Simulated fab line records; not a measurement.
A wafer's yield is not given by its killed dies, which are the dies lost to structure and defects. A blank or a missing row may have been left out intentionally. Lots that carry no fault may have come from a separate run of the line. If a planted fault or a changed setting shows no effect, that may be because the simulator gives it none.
fab line records / flow sky130
[record] lots = 13 wafers = 39 last-day = 50
route steps=708 shown NWELL@63 VT_ADJUST_HVTP@94 VT_ADJUST_LVTN@104 VIA1@478
lots untouched by any fault: they come from a run of this same line in which no faults occurred
start-h: hours from the record's opening day to when the first of the lot's shown wafers began / wait-h: how many hours have passed since the lot's step before this one / " the same as in the row above / L1.1+2: a single row standing in for several wafers / - no value present, or no start provided / * or withheld: withheld / < > ~ a bound
route shown NAME@n: a module of which the file shows steps, and the number in the route of the first / usual: mean/standard deviation of fault-free wafers / same: alike in all rows / chamber/n: place in a boat / sites: per-site readings / _std_site: the values' standard deviation / _edge_site: outer sites' mean less inner sites' / radius-mm: how far each site lies from the wafer's centre / mask NAME#n: copy n / behind: the last tool/chamber to shape the wafer / hold: why the lot went on hold/how many hours it stayed there/how the hold came to an end / device: whichever transistor did not switch (one of n, p or np) / end of line: the tests these same wafers got at the end of their route / where a step has no rows: the recipe by itself / killed: dies lost to structure and defects at the first sort, not the wafer's yield / map: a wafer's dies, x killed, . not, _ none there
set.NAME: the setting the step ran with; set.NAME@STEP: the setting that earlier step ran with / model.NAME: the simulator's own value behind a step, which no gauge read
route steps across a sampled set of lots; one table per step, one row per wafer
services: when a tool's chamber went out of use (start-h, in hours from the record's first day, below 0 if earlier), for how many hours, and the reason
[[steps]]
[step SKY_NWELL_OVL_MEAS_10]
[usual] NWELL_00_OVL = -0.4/1.4
lot.wafer=L210.1 tool=overlay-02 chamber=- start-h=95.99 wait-h=- NWELL_00_OVL[nm]=-0.7
lot.wafer=L210.2 tool=overlay-02 chamber=- start-h=95.99 wait-h=- NWELL_00_OVL[nm]=0.3
lot.wafer=L210.5 tool=overlay-02 chamber=- start-h=95.99 wait-h=- NWELL_00_OVL[nm]=-0.8
lot.wafer=L212.1 tool=overlay-02 chamber=- start-h=110.84 wait-h=- NWELL_00_OVL[nm]=0.1
lot.wafer=L212.2 tool=overlay-02 chamber=- start-h=110.84 wait-h=- NWELL_00_OVL[nm]=-2.0
lot.wafer=L212.5 tool=overlay-02 chamber=- start-h=110.84 wait-h=- NWELL_00_OVL[nm]=-1.9
lot.wafer=L217.2 tool=overlay-02 chamber=- start-h=136.93 wait-h=- NWELL_00_OVL[nm]=1.5
lot.wafer=L217.3 tool=overlay-02 chamber=- start-h=136.93 wait-h=- NWELL_00_OVL[nm]=-0.3
lot.wafer=L217.6 tool=overlay-02 chamber=- start-h=136.93 wait-h=- NWELL_00_OVL[nm]=1.3
lot.wafer=L218.1 tool=overlay-02 chamber=- start-h=143.09 wait-h=- NWELL_00_OVL[nm]=-0.8
lot.wafer=L218.2 tool=overlay-02 chamber=- start-h=143.09 wait-h=- NWELL_00_OVL[nm]=-0.9
lot.wafer=L218.5 tool=overlay-02 chamber=- start-h=143.09 wait-h=- NWELL_00_OVL[nm]=1.2
lot.wafer=L219.1 tool=overlay-02 chamber=- start-h=147.63 wait-h=- NWELL_00_OVL[nm]=0.5
lot.wafer=L219.5 tool=overlay-02 chamber=- start-h=147.63 wait-h=- NWELL_00_OVL[nm]=0.9
lot.wafer=L219.6 tool=overlay-02 chamber=- start-h=147.63 wait-h=- NWELL_00_OVL[nm]=-1.8
lot.wafer=L224.1 tool=overlay-02 chamber=- start-h=181.69 wait-h=- NWELL_00_OVL[nm]=0.1
lot.wafer=L224.2 tool=overlay-02 chamber=- start-h=181.69 wait-h=- NWELL_00_OVL[nm]=0.2
lot.wafer=L224.5 tool=overlay-02 chamber=- start-h=181.69 wait-h=- NWELL_00_OVL[nm]=-0.2
lot.wafer=L223.4 tool=overlay-01 chamber=- start-h=182.30 wait-h=- NWELL_00_OVL[nm]=0.1
lot.wafer=L223.5 tool=overlay-01 chamber=- start-h=182.30 wait-h=- NWELL_00_OVL[nm]=-1.1
lot.wafer=L223.6 tool=overlay-01 chamber=- start-h=182.30 wait-h=- NWELL_00_OVL[nm]=-2.2
lot.wafer=L226.2 tool=overlay-01 chamber=- start-h=198.88 wait-h=- NWELL_00_OVL[nm]=-0.3
lot.wafer=L226.4 tool=overlay-01 chamber=- start-h=198.88 wait-h=- NWELL_00_OVL[nm]=-0.6
lot.wafer=L226.6 tool=overlay-01 chamber=- start-h=198.88 wait-h=- NWELL_00_OVL[nm]=0.3
lot.wafer=L225.2 tool=overlay-02 chamber=- start-h=199.58 wait-h=- NWELL_00_OVL[nm]=-0.1
lot.wafer=L225.3 tool=overlay-02 chamber=- start-h=199.58 wait-h=- NWELL_00_OVL[nm]=2.7
lot.wafer=L225.6 tool=overlay-02 chamber=- start-h=199.58 wait-h=- NWELL_00_OVL[nm]=-0.1
lot.wafer=L227.1 tool=overlay-01 chamber=- start-h=207.94 wait-h=- NWELL_00_OVL[nm]=-0.9
lot.wafer=L227.5 tool=overlay-01 chamber=- start-h=207.94 wait-h=- NWELL_00_OVL[nm]=0.5
lot.wafer=L227.6 tool=overlay-01 chamber=- start-h=207.94 wait-h=- NWELL_00_OVL[nm]=-0.4
lot.wafer=L228.1 tool=overlay-01 chamber=- start-h=209.12 wait-h=- NWELL_00_OVL[nm]=1.8
lot.wafer=L228.2 tool=overlay-01 chamber=- start-h=209.12 wait-h=- NWELL_00_OVL[nm]=-0.2
lot.wafer=L228.5 tool=overlay-01 chamber=- start-h=209.12 wait-h=- NWELL_00_OVL[nm]=-0.6
lot.wafer=L230.1 tool=overlay-01 chamber=- start-h=214.53 wait-h=- NWELL_00_OVL[nm]=-2.5
lot.wafer=L230.3 tool=overlay-01 chamber=- start-h=214.53 wait-h=- NWELL_00_OVL[nm]=-1.3
lot.wafer=L230.4 tool=overlay-01 chamber=- start-h=214.53 wait-h=- NWELL_00_OVL[nm]=-0.9
lot.wafer=L231.2 tool=overlay-01 chamber=- start-h=220.14 wait-h=- NWELL_00_OVL[nm]=-0.6
lot.wafer=L231.5 tool=overlay-01 chamber=- start-h=220.14 wait-h=- NWELL_00_OVL[nm]=-0.5
lot.wafer=L231.6 tool=overlay-01 chamber=- start-h=220.14 wait-h=- NWELL_00_OVL[nm]=-2.2
[step SKY_VT_ADJUST_HVTP_IMPLANT_09]
[recipe] species = As energy-kev = 150 dose-cm2 = 4.3e+12 tilt-deg = withheld
[usual] dose-ions-cm2 = 4.299e+12/4e+09 faraday-current-uA = 24.3/0.47
lot.wafer=L210.1 tool=implanter-02 chamber=0 start-h=131.89 wait-h=0.0 dose-ions-cm2=4.302e+12 faraday-current-uA=24.4
lot.wafer=L210.2 tool=implanter-02 chamber=0 start-h=131.89 wait-h=0.0 dose-ions-cm2=4.302e+12 faraday-current-uA=24.4
lot.wafer=L210.5 tool=implanter-02 chamber=0 start-h=131.89 wait-h=0.0 dose-ions-cm2=4.306e+12 faraday-current-uA=24.1
lot.wafer=L212.1 tool=implanter-02 chamber=0 start-h=148.09 wait-h=0.0 dose-ions-cm2=4.295e+12 faraday-current-uA=24.7
lot.wafer=L212.2 tool=implanter-02 chamber=0 start-h=148.09 wait-h=0.0 dose-ions-cm2=4.299e+12 faraday-current-uA=24.9
lot.wafer=L212.5 tool=implanter-02 chamber=0 start-h=148.09 wait-h=0.0 dose-ions-cm2=4.298e+12 faraday-current-uA=23.9
lot.wafer=L217.2 tool=implanter-02 chamber=0 start-h=178.02 wait-h=0.0 dose-ions-cm2=4.3e+11 faraday-current-uA=2.4
lot.wafer=L217.3 tool=implanter-02 chamber=0 start-h=178.02 wait-h=0.0 dose-ions-cm2=4.36e+11 faraday-current-uA=2.4
lot.wafer=L217.6 tool=implanter-02 chamber=0 start-h=178.02 wait-h=0.0 dose-ions-cm2=4.32e+11 faraday-current-uA=2.4
lot.wafer=L218.1 tool=implanter-03 chamber=0 start-h=184.79 wait-h=0.0 dose-ions-cm2=4.296e+12 faraday-current-uA=24.0
lot.wafer=L218.2 tool=implanter-03 chamber=0 start-h=184.79 wait-h=0.0 dose-ions-cm2=4.299e+12 faraday-current-uA=24.7
lot.wafer=L218.5 tool=implanter-03 chamber=0 start-h=184.79 wait-h=0.0 dose-ions-cm2=4.301e+12 faraday-current-uA=24.7
lot.wafer=L219.1 tool=implanter-02 chamber=0 start-h=190.01 wait-h=0.0 dose-ions-cm2=4.32e+11 faraday-current-uA=2.4
lot.wafer=L219.5 tool=implanter-02 chamber=0 start-h=190.01 wait-h=0.0 dose-ions-cm2=4.31e+11 faraday-current-uA=2.4
lot.wafer=L219.6 tool=implanter-02 chamber=0 start-h=190.01 wait-h=0.0 dose-ions-cm2=4.3e+11 faraday-current-uA=2.3
lot.wafer=L224.1 tool=implanter-01 chamber=0 start-h=225.21 wait-h=0.0 dose-ions-cm2=4.298e+12 faraday-current-uA=24.3
lot.wafer=L224.2 tool=implanter-01 chamber=0 start-h=225.21 wait-h=0.0 dose-ions-cm2=4.294e+12 faraday-current-uA=24.1
lot.wafer=L224.5 tool=implanter-01 chamber=0 start-h=225.21 wait-h=0.0 dose-ions-cm2=4.305e+12 faraday-current-uA=24.0
lot.wafer=L223.4 tool=implanter-03 chamber=0 start-h=227.14 wait-h=0.1 dose-ions-cm2=4.295e+12 faraday-current-uA=24.0
lot.wafer=L223.5 tool=implanter-03 chamber=0 start-h=227.14 wait-h=0.1 dose-ions-cm2=4.294e+12 faraday-current-uA=23.6
lot.wafer=L223.6 tool=implanter-03 chamber=0 start-h=227.14 wait-h=0.1 dose-ions-cm2=4.289e+12 faraday-current-uA=24.1
lot.wafer=L226.2 tool=implanter-01 chamber=0 start-h=244.19 wait-h=0.0 dose-ions-cm2=4.298e+12 faraday-current-uA=23.8
lot.wafer=L226.4 tool=implanter-01 chamber=0 start-h=244.19 wait-h=0.0 dose-ions-cm2=4.306e+12 faraday-current-uA=24.1
lot.wafer=L226.6 tool=implanter-01 chamber=0 start-h=244.19 wait-h=0.0 dose-ions-cm2=4.304e+12 faraday-current-uA=23.9
lot.wafer=L225.2 tool=implanter-03 chamber=0 start-h=244.79 wait-h=0.0 dose-ions-cm2=4.302e+12 faraday-current-uA=23.6
lot.wafer=L225.3 tool=implanter-03 chamber=0 start-h=244.79 wait-h=0.0 dose-ions-cm2=4.295e+12 faraday-current-uA=24.3
lot.wafer=L225.6 tool=implanter-03 chamber=0 start-h=244.79 wait-h=0.0 dose-ions-cm2=4.302e+12 faraday-current-uA=24.1
lot.wafer=L227.1 tool=implanter-01 chamber=0 start-h=253.41 wait-h=0.0 dose-ions-cm2=4.296e+12 faraday-current-uA=23.6
lot.wafer=L227.5 tool=implanter-01 chamber=0 start-h=253.41 wait-h=0.0 dose-ions-cm2=4.298e+12 faraday-current-uA=24.2
lot.wafer=L227.6 tool=implanter-01 chamber=0 start-h=253.41 wait-h=0.0 dose-ions-cm2=4.297e+12 faraday-current-uA=23.8
lot.wafer=L228.1 tool=implanter-01 chamber=0 start-h=254.24 wait-h=0.0 dose-ions-cm2=4.289e+12 faraday-current-uA=24.4
lot.wafer=L228.2 tool=implanter-01 chamber=0 start-h=254.24 wait-h=0.0 dose-ions-cm2=4.295e+12 faraday-current-uA=23.7
lot.wafer=L228.5 tool=implanter-01 chamber=0 start-h=254.24 wait-h=0.0 dose-ions-cm2=4.297e+12 faraday-current-uA=24.6
lot.wafer=L230.1 tool=implanter-03 chamber=0 start-h=261.01 wait-h=0.0 dose-ions-cm2=4.3e+12 faraday-current-uA=24.0
lot.wafer=L230.3 tool=implanter-03 chamber=0 start-h=261.01 wait-h=0.0 dose-ions-cm2=4.309e+12 faraday-current-uA=24.9
lot.wafer=L230.4 tool=implanter-03 chamber=0 start-h=261.01 wait-h=0.0 dose-ions-cm2=4.296e+12 faraday-current-uA=25.4
lot.wafer=L231.2 tool=implanter-03 chamber=0 start-h=267.96 wait-h=0.0 dose-ions-cm2=4.301e+12 faraday-current-uA=24.7
lot.wafer=L231.5 tool=implanter-03 chamber=0 start-h=267.96 wait-h=0.0 dose-ions-cm2=4.29e+12 faraday-current-uA=23.7
lot.wafer=L231.6 tool=implanter-03 chamber=0 start-h=267.96 wait-h=0.0 dose-ions-cm2=4.293e+12 faraday-current-uA=24.6
[step SKY_VT_ADJUST_HVTP_TW_MEAS_11]
[usual] VT_ADJUST_HVTP_TW = 1353/9.1
lot.wafer=L210.1 tool=film-metro-03 chamber=- start-h=132.14 wait-h=0.1 VT_ADJUST_HVTP_TW=1355
lot.wafer=L210.2 tool=film-metro-03 chamber=- start-h=132.14 wait-h=0.1 VT_ADJUST_HVTP_TW=1361
lot.wafer=L210.5 tool=film-metro-03 chamber=- start-h=132.14 wait-h=0.1 VT_ADJUST_HVTP_TW=1359
lot.wafer=L212.1 tool=film-metro-03 chamber=- start-h=148.34 wait-h=0.1 VT_ADJUST_HVTP_TW=1373
lot.wafer=L212.2 tool=film-metro-03 chamber=- start-h=148.34 wait-h=0.1 VT_ADJUST_HVTP_TW=1365
lot.wafer=L212.5 tool=film-metro-03 chamber=- start-h=148.34 wait-h=0.1 VT_ADJUST_HVTP_TW=1369
lot.wafer=L217.2 tool=film-metro-03 chamber=- start-h=178.25 wait-h=0.1 VT_ADJUST_HVTP_TW=647
lot.wafer=L217.3 tool=film-metro-03 chamber=- start-h=178.25 wait-h=0.1 VT_ADJUST_HVTP_TW=653
lot.wafer=L217.6 tool=film-metro-03 chamber=- start-h=178.25 wait-h=0.1 VT_ADJUST_HVTP_TW=649
lot.wafer=L218.1 tool=film-metro-02 chamber=- start-h=185.04 wait-h=0.1 VT_ADJUST_HVTP_TW=1343
lot.wafer=L218.2 tool=film-metro-02 chamber=- start-h=185.04 wait-h=0.1 VT_ADJUST_HVTP_TW=1346
lot.wafer=L218.5 tool=film-metro-02 chamber=- start-h=185.04 wait-h=0.1 VT_ADJUST_HVTP_TW=1348
lot.wafer=L219.1 tool=film-metro-02 chamber=- start-h=190.26 wait-h=0.1 VT_ADJUST_HVTP_TW=630
lot.wafer=L219.5 tool=film-metro-02 chamber=- start-h=190.26 wait-h=0.1 VT_ADJUST_HVTP_TW=634
lot.wafer=L219.6 tool=film-metro-02 chamber=- start-h=190.26 wait-h=0.1 VT_ADJUST_HVTP_TW=625
lot.wafer=L224.1 tool=film-metro-04 chamber=- start-h=225.46 wait-h=0.1 VT_ADJUST_HVTP_TW=1366
lot.wafer=L224.2 tool=film-metro-04 chamber=- start-h=225.46 wait-h=0.1 VT_ADJUST_HVTP_TW=1351
lot.wafer=L224.5 tool=film-metro-04 chamber=- start-h=225.46 wait-h=0.1 VT_ADJUST_HVTP_TW=1360
lot.wafer=L223.4 tool=film-metro-03 chamber=- start-h=227.34 wait-h=0.1 VT_ADJUST_HVTP_TW=1354
lot.wafer=L223.5 tool=film-metro-03 chamber=- start-h=227.34 wait-h=0.1 VT_ADJUST_HVTP_TW=1366
lot.wafer=L223.6 tool=film-metro-03 chamber=- start-h=227.34 wait-h=0.1 VT_ADJUST_HVTP_TW=1352
lot.wafer=L226.2 tool=film-metro-02 chamber=- start-h=244.42 wait-h=0.1 VT_ADJUST_HVTP_TW=1348
lot.wafer=L226.4 tool=film-metro-02 chamber=- start-h=244.42 wait-h=0.1 VT_ADJUST_HVTP_TW=1346
lot.wafer=L226.6 tool=film-metro-02 chamber=- start-h=244.42 wait-h=0.1 VT_ADJUST_HVTP_TW=1347
lot.wafer=L225.2 tool=film-metro-02 chamber=- start-h=245.02 wait-h=0.1 VT_ADJUST_HVTP_TW=1334
lot.wafer=L225.3 tool=film-metro-02 chamber=- start-h=245.02 wait-h=0.1 VT_ADJUST_HVTP_TW=1338
lot.wafer=L225.6 tool=film-metro-02 chamber=- start-h=245.02 wait-h=0.1 VT_ADJUST_HVTP_TW=1343
lot.wafer=L227.1 tool=film-metro-02 chamber=- start-h=253.66 wait-h=0.1 VT_ADJUST_HVTP_TW=1350
lot.wafer=L227.5 tool=film-metro-02 chamber=- start-h=253.66 wait-h=0.1 VT_ADJUST_HVTP_TW=1341
lot.wafer=L227.6 tool=film-metro-02 chamber=- start-h=253.66 wait-h=0.1 VT_ADJUST_HVTP_TW=1341
lot.wafer=L228.1 tool=film-metro-02 chamber=- start-h=254.49 wait-h=0.1 VT_ADJUST_HVTP_TW=1338
lot.wafer=L228.2 tool=film-metro-02 chamber=- start-h=254.49 wait-h=0.1 VT_ADJUST_HVTP_TW=1341
lot.wafer=L228.5 tool=film-metro-02 chamber=- start-h=254.49 wait-h=0.1 VT_ADJUST_HVTP_TW=1340
lot.wafer=L230.1 tool=film-metro-04 chamber=- start-h=261.26 wait-h=0.1 VT_ADJUST_HVTP_TW=1348
lot.wafer=L230.3 tool=film-metro-04 chamber=- start-h=261.26 wait-h=0.1 VT_ADJUST_HVTP_TW=1356
lot.wafer=L230.4 tool=film-metro-04 chamber=- start-h=261.26 wait-h=0.1 VT_ADJUST_HVTP_TW=1358
lot.wafer=L231.2 tool=film-metro-02 chamber=- start-h=268.20 wait-h=0.1 VT_ADJUST_HVTP_TW=1346
lot.wafer=L231.5 tool=film-metro-02 chamber=- start-h=268.20 wait-h=0.1 VT_ADJUST_HVTP_TW=1346
lot.wafer=L231.6 tool=film-metro-02 chamber=- start-h=268.20 wait-h=0.1 VT_ADJUST_HVTP_TW=1350
[step SKY_VT_ADJUST_LVTN_OVL_MEAS_07]
[usual] VT_ADJUST_LVTN_OVL = -1.3/1.6
lot.wafer=L210.1 tool=overlay-01 chamber=- start-h=151.97 wait-h=- VT_ADJUST_LVTN_OVL[nm]=0.5
lot.wafer=L210.2 tool=overlay-01 chamber=- start-h=151.97 wait-h=- VT_ADJUST_LVTN_OVL[nm]=-0.5
lot.wafer=L210.5 tool=overlay-01 chamber=- start-h=151.97 wait-h=- VT_ADJUST_LVTN_OVL[nm]=-2.8
lot.wafer=L212.1 tool=overlay-01 chamber=- start-h=168.87 wait-h=- VT_ADJUST_LVTN_OVL[nm]=-1.7
lot.wafer=L212.2 tool=overlay-01 chamber=- start-h=168.87 wait-h=- VT_ADJUST_LVTN_OVL[nm]=-3.3
lot.wafer=L212.5 tool=overlay-01 chamber=- start-h=168.87 wait-h=- VT_ADJUST_LVTN_OVL[nm]=-1.1
lot.wafer=L217.2 tool=overlay-02 chamber=- start-h=200.21 wait-h=- VT_ADJUST_LVTN_OVL[nm]=0.6
lot.wafer=L217.3 tool=overlay-02 chamber=- start-h=200.21 wait-h=- VT_ADJUST_LVTN_OVL[nm]=-2.9
lot.wafer=L217.6 tool=overlay-02 chamber=- start-h=200.21 wait-h=- VT_ADJUST_LVTN_OVL[nm]=-0.7
lot.wafer=L218.1 tool=overlay-01 chamber=- start-h=207.02 wait-h=- VT_ADJUST_LVTN_OVL[nm]=1.0
lot.wafer=L218.2 tool=overlay-01 chamber=- start-h=207.02 wait-h=- VT_ADJUST_LVTN_OVL[nm]=-1.4
lot.wafer=L218.5 tool=overlay-01 chamber=- start-h=207.02 wait-h=- VT_ADJUST_LVTN_OVL[nm]=-1.3
lot.wafer=L219.1 tool=overlay-01 chamber=- start-h=212.02 wait-h=- VT_ADJUST_LVTN_OVL[nm]=-1.1
lot.wafer=L219.5 tool=overlay-01 chamber=- start-h=212.02 wait-h=- VT_ADJUST_LVTN_OVL[nm]=-5.0
lot.wafer=L219.6 tool=overlay-01 chamber=- start-h=212.02 wait-h=- VT_ADJUST_LVTN_OVL[nm]=-2.2
lot.wafer=L224.1 tool=overlay-02 chamber=- start-h=248.65 wait-h=- VT_ADJUST_LVTN_OVL[nm]=-1.4
lot.wafer=L224.2 tool=overlay-02 chamber=- start-h=248.65 wait-h=- VT_ADJUST_LVTN_OVL[nm]=-0.1
lot.wafer=L224.5 tool=overlay-02 chamber=- start-h=248.65 wait-h=- VT_ADJUST_LVTN_OVL[nm]=-0.9
lot.wafer=L223.4 tool=overlay-01 chamber=- start-h=250.22 wait-h=- VT_ADJUST_LVTN_OVL[nm]=0.7
lot.wafer=L223.5 tool=overlay-01 chamber=- start-h=250.22 wait-h=- VT_ADJUST_LVTN_OVL[nm]=0.9
lot.wafer=L223.6 tool=overlay-01 chamber=- start-h=250.22 wait-h=- VT_ADJUST_LVTN_OVL[nm]=-0.5
lot.wafer=L226.2 tool=overlay-01 chamber=- start-h=268.38 wait-h=- VT_ADJUST_LVTN_OVL[nm]=-1.4
lot.wafer=L226.4 tool=overlay-01 chamber=- start-h=268.38 wait-h=- VT_ADJUST_LVTN_OVL[nm]=-3.8
lot.wafer=L226.6 tool=overlay-01 chamber=- start-h=268.38 wait-h=- VT_ADJUST_LVTN_OVL[nm]=-3.9
lot.wafer=L225.2 tool=overlay-02 chamber=- start-h=269.26 wait-h=- VT_ADJUST_LVTN_OVL[nm]=-1.0
lot.wafer=L225.3 tool=overlay-02 chamber=- start-h=269.26 wait-h=- VT_ADJUST_LVTN_OVL[nm]=-1.3
lot.wafer=L225.6 tool=overlay-02 chamber=- start-h=269.26 wait-h=- VT_ADJUST_LVTN_OVL[nm]=-2.7
lot.wafer=L227.1 tool=overlay-02 chamber=- start-h=278.00 wait-h=- VT_ADJUST_LVTN_OVL[nm]=-0.2
lot.wafer=L227.5 tool=overlay-02 chamber=- start-h=278.00 wait-h=- VT_ADJUST_LVTN_OVL[nm]=-0.1
lot.wafer=L227.6 tool=overlay-02 chamber=- start-h=278.00 wait-h=- VT_ADJUST_LVTN_OVL[nm]=0.3
lot.wafer=L228.1 tool=overlay-01 chamber=- start-h=278.78 wait-h=- VT_ADJUST_LVTN_OVL[nm]=-2.9
lot.wafer=L228.2 tool=overlay-01 chamber=- start-h=278.78 wait-h=- VT_ADJUST_LVTN_OVL[nm]=-2.1
lot.wafer=L228.5 tool=overlay-01 chamber=- start-h=278.78 wait-h=- VT_ADJUST_LVTN_OVL[nm]=-2.9
lot.wafer=L230.1 tool=overlay-01 chamber=- start-h=286.28 wait-h=- VT_ADJUST_LVTN_OVL[nm]=0.4
lot.wafer=L230.3 tool=overlay-01 chamber=- start-h=286.28 wait-h=- VT_ADJUST_LVTN_OVL[nm]=-0.2
lot.wafer=L230.4 tool=overlay-01 chamber=- start-h=286.28 wait-h=- VT_ADJUST_LVTN_OVL[nm]=0.2
lot.wafer=L231.2 tool=overlay-02 chamber=- start-h=292.38 wait-h=- VT_ADJUST_LVTN_OVL[nm]=-2.9
lot.wafer=L231.5 tool=overlay-02 chamber=- start-h=292.38 wait-h=- VT_ADJUST_LVTN_OVL[nm]=-2.8
lot.wafer=L231.6 tool=overlay-02 chamber=- start-h=292.38 wait-h=- VT_ADJUST_LVTN_OVL[nm]=-3.5
[step SKY_VIA1_SPUTTER_20]
[recipe] material = TiN target-thk-nm = 20 chamber-pressure-pa = 5 power-w = 4000 time-s = 80
[usual] throttle-valve-pct = 30.6/1.2
lot.wafer=L210.1 tool=pvd-sputter-04 chamber=- start-h=808.37 wait-h=0.0 throttle-valve-pct=30.9
lot.wafer=L210.2 tool=pvd-sputter-04 chamber=- start-h=808.37 wait-h=0.0 throttle-valve-pct=32.3
lot.wafer=L210.5 tool=pvd-sputter-04 chamber=- start-h=808.37 wait-h=0.0 throttle-valve-pct=31.1
lot.wafer=L212.1 tool=pvd-sputter-04 chamber=- start-h=832.51 wait-h=0.0 throttle-valve-pct=30.8
lot.wafer=L212.2 tool=pvd-sputter-04 chamber=- start-h=832.51 wait-h=0.0 throttle-valve-pct=32.0
lot.wafer=L212.5 tool=pvd-sputter-04 chamber=- start-h=832.51 wait-h=0.0 throttle-valve-pct=32.3
lot.wafer=L217.2 tool=pvd-sputter-01 chamber=- start-h=865.32 wait-h=0.0 throttle-valve-pct=28.7
lot.wafer=L217.3 tool=pvd-sputter-01 chamber=- start-h=865.32 wait-h=0.0 throttle-valve-pct=30.3
lot.wafer=L217.6 tool=pvd-sputter-01 chamber=- start-h=865.32 wait-h=0.0 throttle-valve-pct=28.7
lot.wafer=L218.1 tool=pvd-sputter-02 chamber=- start-h=869.73 wait-h=0.0 throttle-valve-pct=30.6
lot.wafer=L218.2 tool=pvd-sputter-02 chamber=- start-h=869.73 wait-h=0.0 throttle-valve-pct=30.5
lot.wafer=L218.5 tool=pvd-sputter-02 chamber=- start-h=869.73 wait-h=0.0 throttle-valve-pct=30.2
lot.wafer=L219.1 tool=pvd-sputter-02 chamber=- start-h=878.81 wait-h=0.0 throttle-valve-pct=30.2
lot.wafer=L219.5 tool=pvd-sputter-02 chamber=- start-h=878.81 wait-h=0.0 throttle-valve-pct=32.3
lot.wafer=L219.6 tool=pvd-sputter-02 chamber=- start-h=878.81 wait-h=0.0 throttle-valve-pct=30.5
lot.wafer=L224.1 tool=pvd-sputter-01 chamber=- start-h=918.87 wait-h=0.0 throttle-valve-pct=29.2
lot.wafer=L224.2 tool=pvd-sputter-01 chamber=- start-h=918.87 wait-h=0.0 throttle-valve-pct=28.9
lot.wafer=L224.5 tool=pvd-sputter-01 chamber=- start-h=918.87 wait-h=0.0 throttle-valve-pct=29.9
lot.wafer=L223.4 tool=pvd-sputter-02 chamber=- start-h=921.47 wait-h=0.0 throttle-valve-pct=29.2
lot.wafer=L223.5 tool=pvd-sputter-02 chamber=- start-h=921.47 wait-h=0.0 throttle-valve-pct=30.2
lot.wafer=L223.6 tool=pvd-sputter-02 chamber=- start-h=921.47 wait-h=0.0 throttle-valve-pct=29.2
lot.wafer=L226.2 tool=pvd-sputter-04 chamber=- start-h=933.95 wait-h=0.0 throttle-valve-pct=32.0
lot.wafer=L226.4 tool=pvd-sputter-04 chamber=- start-h=933.95 wait-h=0.0 throttle-valve-pct=30.5
lot.wafer=L226.6 tool=pvd-sputter-04 chamber=- start-h=933.95 wait-h=0.0 throttle-valve-pct=30.6
lot.wafer=L225.2 tool=pvd-sputter-04 chamber=- start-h=938.19 wait-h=0.0 throttle-valve-pct=32.2
lot.wafer=L225.3 tool=pvd-sputter-04 chamber=- start-h=938.19 wait-h=0.0 throttle-valve-pct=31.2
lot.wafer=L225.6 tool=pvd-sputter-04 chamber=- start-h=938.19 wait-h=0.0 throttle-valve-pct=32.5
lot.wafer=L227.1 tool=pvd-sputter-01 chamber=- start-h=945.09 wait-h=0.0 throttle-valve-pct=28.8
lot.wafer=L227.5 tool=pvd-sputter-01 chamber=- start-h=945.09 wait-h=0.0 throttle-valve-pct=28.8
lot.wafer=L227.6 tool=pvd-sputter-01 chamber=- start-h=945.09 wait-h=0.0 throttle-valve-pct=29.9
lot.wafer=L228.1 tool=pvd-sputter-04 chamber=- start-h=947.47 wait-h=0.0 throttle-valve-pct=32.1
lot.wafer=L228.2 tool=pvd-sputter-04 chamber=- start-h=947.47 wait-h=0.0 throttle-valve-pct=30.9
lot.wafer=L228.5 tool=pvd-sputter-04 chamber=- start-h=947.47 wait-h=0.0 throttle-valve-pct=30.9
lot.wafer=L230.1 tool=pvd-sputter-02 chamber=- start-h=956.46 wait-h=0.0 throttle-valve-pct=30.2
lot.wafer=L230.3 tool=pvd-sputter-02 chamber=- start-h=956.46 wait-h=0.0 throttle-valve-pct=32.7
lot.wafer=L230.4 tool=pvd-sputter-02 chamber=- start-h=956.46 wait-h=0.0 throttle-valve-pct=29.4
lot.wafer=L231.2 tool=pvd-sputter-02 chamber=- start-h=962.02 wait-h=0.0 throttle-valve-pct=30.2
lot.wafer=L231.5 tool=pvd-sputter-02 chamber=- start-h=962.02 wait-h=0.0 throttle-valve-pct=32.8
lot.wafer=L231.6 tool=pvd-sputter-02 chamber=- start-h=962.02 wait-h=0.0 throttle-valve-pct=30.5
[[services]]
tool=implanter-02 chamber=- start-h=110.60 hours=3.8 kind=pm
tool=pvd-sputter-02 chamber=- start-h=151.52 hours=0.7 kind=repair
tool=pvd-sputter-02 chamber=- start-h=283.27 hours=3.2 kind=repair
tool=implanter-03 chamber=- start-h=292.03 hours=9.4 kind=pm
tool=implanter-03 chamber=- start-h=305.80 hours=1.5 kind=repair
tool=pvd-sputter-04 chamber=- start-h=342.43 hours=2.5 kind=repair
tool=pvd-sputter-02 chamber=- start-h=384.49 hours=2.7 kind=repair
tool=implanter-03 chamber=- start-h=424.06 hours=3.8 kind=repair
tool=pvd-sputter-02 chamber=- start-h=441.99 hours=7.1 kind=repair
tool=implanter-03 chamber=- start-h=457.98 hours=5.5 kind=pm
tool=implanter-03 chamber=- start-h=480.60 hours=6.3 kind=repair
tool=pvd-sputter-02 chamber=- start-h=502.66 hours=2.0 kind=repair
tool=pvd-sputter-02 chamber=- start-h=518.70 hours=3.0 kind=repair
tool=pvd-sputter-02 chamber=- start-h=537.63 hours=9.1 kind=repair
tool=pvd-sputter-04 chamber=- start-h=539.06 hours=4.0 kind=repair
tool=implanter-03 chamber=- start-h=585.79 hours=9.0 kind=pm
tool=pvd-sputter-04 chamber=- start-h=616.28 hours=2.0 kind=repair
tool=pvd-sputter-04 chamber=- start-h=668.38 hours=11.3 kind=repair
tool=pvd-sputter-02 chamber=- start-h=709.06 hours=6.2 kind=repair
tool=implanter-03 chamber=- start-h=717.34 hours=2.8 kind=pm
tool=pvd-sputter-04 chamber=- start-h=720.61 hours=0.5 kind=repair
tool=pvd-sputter-02 chamber=- start-h=882.17 hours=6.3 kind=repair
tool=implanter-03 chamber=- start-h=882.59 hours=26.4 kind=pm
tool=implanter-03 chamber=- start-h=946.98 hours=4.6 kind=pm
[[key]]
[first-sign] step = SKY_VT_ADJUST_HVTP_IMPLANT_09 reading = dose-ions-cm2 direction = down sigmas = 99+ usual = * struck = *
[effect] step = SKY_VT_ADJUST_HVTP_IMPLANT_09 reading = faraday-current-uA direction = down sigmas = 46 usual = 24.3 struck = 2.4
[effect] step = SKY_VT_ADJUST_HVTP_TW_MEAS_11 reading = VT_ADJUST_HVTP_TW direction = down sigmas = 78 usual = 1353 struck = 640
met-at SKY_VT_ADJUST_HVTP_IMPLANT_09
struck-lots L217,L219
tester-left-out L217,L219
not-acting-at SKY_NWELL_OVL_MEAS_10,SKY_VT_ADJUST_LVTN_OVL_MEAS_07,SKY_VIA1_SPUTTER_20
onset-between 148.09 178.02
[fault] kind = process-parameter-drift tool = implanter-02 chamber = - onset-h = 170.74 steps = SKY_VT_ADJUST_HVTP_IMPLANT_09 channel = dose-cm2 offset = * shape = step end-h = 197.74 acts-in = * stated = *
// tester-left-out: of these lots the tester's yield and bins aren't shown, on N5 and GAA mostly nor the transistor test; their killed dies are dies lost to structure and defects alone, not to doping, threshold or leakage, so they don't give the yield
